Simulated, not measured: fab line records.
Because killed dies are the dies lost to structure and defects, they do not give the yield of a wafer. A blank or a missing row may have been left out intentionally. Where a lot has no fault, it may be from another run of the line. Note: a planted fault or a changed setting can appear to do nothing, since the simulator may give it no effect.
Comparing a struck lot with a sound one / flow gf180mcu / 15 steps out of a route of 602
Sound: wafers L891.3, L891.4, L891.5. Wafers struck: L902.1, L902.3, L902.5. The cause is given at the end.
Per side, at each step with rows, come the tool, then ch with its chambers, and then its first start. Under that, the readings that differ: sound wafers / struck wafers / difference of the means / sigmas: that difference in standard deviations of wafers without a fault.
alike: a reading whose means differ by less than 2 such deviations, as well as words and numbers matching on both sides. not compared: withheld readings; readings where some wafer has no value; bounds like >300 that might hide an equal value; numbers whose values overlap and for which the record gives no deviation.
The two part at a step that has a row with sigmas, a row that says differs or no value, or rows on one side only. Numbers that don't overlap but have no deviation are shown without sigmas and don't part them. Lack of a reading on every wafer of one side parts them only where that side has two or more wafers.

first, 2 steps without rows for these wafers: GF_CONTACT_PEB_12 (peb time 90 s); GF_CONTACT_DEVELOP_13 (develop time 60 s).
GF_CONTACT_CD_MEAS_14 targets a cd of 220 nm.
  sound on cd-sem-02, day 17 02:47; struck on cd-sem-01, day 21 07:41
  alike: cd-nm
GF_CONTACT_OVL_MEAS_15:
  sound on overlay-02, day 17 02:53; struck on overlay-01, day 21 07:48
  alike: CONTACT_OVL
GF_CONTACT_ETCH_16: etches BARC in N2/H2.
  sound on rie-diel-01 ch 2,3, day 17 02:54; struck on rie-diel-02 ch 0,1,2, day 21 07:50
reading=drypump-motor-current-A (A); sound=6.6 6.3 6.3; struck=5.3 5.2 5.5; difference=-1.1; sigmas=-2
  alike: n2-flow-sccm, oes-product-au, throttle-valve-pct
GF_CONTACT_ETCH_17: etches SiO2 in C4F8/O2/Ar, stops on CoSi2, target depth 860 nm.
  sound on rie-diel-01 ch 2,3; struck on rie-diel-02 ch 0,1,2
  alike: oes-product-au
GF_CONTACT_STRIP_18: strips in O2/N2.
  sound on plasma-asher-01 ch 0,1, day 17 03:06; struck on plasma-asher-02 ch 0, day 21 08:00
reading=drypump-motor-current-A (A); sound=5.3 5.8 5.3; struck=6.8 6.8 6.7; difference=+1.3; sigmas=+2
reading=n2-flow-sccm (sccm); sound=298.7 298.9 300.4; struck=301.0 301.3 302.4; difference=+2.2; sigmas=+3
  alike: heater-power-w, oes-product-au
  not compared: rf-hours-counter-h
then, 3 steps without rows for these wafers: GF_CONTACT_CLEAN_19 (cleans in SPM); GF_CONTACT_CLEAN_20 (cleans in DIW); GF_CONTACT_CLEAN_21 (cleans in dHF, time 20 s).
GF_CONTACT_SPUTTER_22: material Ti, target thk 15 nm, time 80.02 s.
  sound on pvd-sputter-04, day 17 03:22; struck on pvd-sputter-04, day 21 08:19
  alike: throttle-valve-pct
GF_CONTACT_SPUTTER_23: material TiN, target thk 10 nm, time 40 s.
  sound on pvd-sputter-04, day 17 03:26; struck on pvd-sputter-04, day 21 08:22
  alike: throttle-valve-pct
GF_CONTACT_CVD_24: deposits W, target thk 300 nm, time 90.339 s.
  sound on cvd-w-01 ch 0,1, day 17 03:30; struck on cvd-w-01 ch 0,1, day 21 08:25
reading=model.W_of_CONTACT_CVD_24.thk-nm (nm); sound=299.5 305.1 297.1; struck=98.2 101 101.3; difference=-200.4; sigmas=
  alike: heater-power-w
GF_CONTACT_RS_MEAS_25: uses a four-point probe to measure.
  sound on film-metro-01, day 17 03:36; struck on film-metro-01, day 21 08:47
reading=CONTACT_W_RS (ohm/sq); sound=0.383 0.377 0.386; struck=1.196 1.162 1.160; difference=+0.791; sigmas=+99 or more
  not compared: hold
GF_PASSIVATION_PROBE_99:
  rows exist in the record for the sound wafers here (prober-02, day 29 23:48), none for the struck ones

== WHERE THEY PART ==
At GF_CONTACT_ETCH_16 first; at GF_PASSIVATION_PROBE_99 last (within this record only).

WHY: what the simulator had put in
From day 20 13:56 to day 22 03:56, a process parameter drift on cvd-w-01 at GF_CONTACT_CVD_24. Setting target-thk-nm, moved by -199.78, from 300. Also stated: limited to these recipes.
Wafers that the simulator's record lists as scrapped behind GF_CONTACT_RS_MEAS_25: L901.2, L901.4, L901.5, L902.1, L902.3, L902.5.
